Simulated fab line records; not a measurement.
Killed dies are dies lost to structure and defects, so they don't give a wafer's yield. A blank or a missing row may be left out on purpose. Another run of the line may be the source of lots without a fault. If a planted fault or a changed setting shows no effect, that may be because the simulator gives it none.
Chamber matching :: flow sky130 :: 4 sister chambers for SKY_VIA4_CMP_02 on cmp-01
The step polishes SiO2. 4 wafers are shown with their chamber, then 12 later ones without.

WAFERS PAIRED WITH THEIR CHAMBERS
wafer: L091.4
chamber: 2
motor-current-A (A): 11.9

wafer: L091.5
chamber: 0
motor-current-A (A): 13.3

wafer: L092.3
chamber: 3
motor-current-A (A): 12.8

wafer: L092.5
chamber: 1
motor-current-A (A): 11.1

WAFERS WITHOUT THEIR CHAMBER
wafer: L093.1
motor-current-A (A): 13.0

wafer: L093.2
motor-current-A (A): 12.5

wafer: L093.3
motor-current-A (A): 13.3

wafer: L094.2
motor-current-A (A): 12.5

wafer: L094.3
motor-current-A (A): 12.4

wafer: L094.4
motor-current-A (A): 11.2

wafer: L096.2
motor-current-A (A): 12.6

wafer: L096.3
motor-current-A (A): 10.8

wafer: L096.5
motor-current-A (A): 13.2

wafer: L097.1
motor-current-A (A): 12.1

wafer: L097.5
motor-current-A (A): 11.0

wafer: L097.6
motor-current-A (A): 11.7

WHICH CHAMBER EACH WENT THROUGH
wafer: L093.1
from the rows above: can't be placed: 3 or 0
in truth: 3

wafer: L093.2
from the rows above: can't be placed: 3 or 2
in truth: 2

wafer: L093.3
from the rows above: 0
in truth: 0

wafer: L094.2
from the rows above: can't be placed: 3 or 2
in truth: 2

wafer: L094.3
from the rows above: can't be placed: 3 or 2
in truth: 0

wafer: L094.4
from the rows above: 1
in truth: 1

wafer: L096.2
from the rows above: 3
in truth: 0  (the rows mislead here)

wafer: L096.3
from the rows above: 1
in truth: 1

wafer: L096.5
from the rows above: can't be placed: 0 or 3
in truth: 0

wafer: L097.1
from the rows above: 2
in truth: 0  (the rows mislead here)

wafer: L097.5
from the rows above: 1
in truth: 1

wafer: L097.6
from the rows above: can't be placed: 2 or 1
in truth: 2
Correctly placed: 4 of 12. These rows do not allow placing 6 (true chamber among the candidates in 5). 2 placed wrongly.
How it was worked out, from the rows above alone: a wafer's distance from a chamber is the root of the sum, over the readings, of the square of ((its reading less the chamber's mean) divided by the reading's scatter). If the next closest chamber is less than 2 further off than the closest, the wafer can't be placed; otherwise it belongs to the closest. A chamber's mean is the mean of its shown wafers. The scatter (one wafer shown for each chamber): square how far every hidden wafer sits from the nearest shown wafer, average those squares and take the square root.
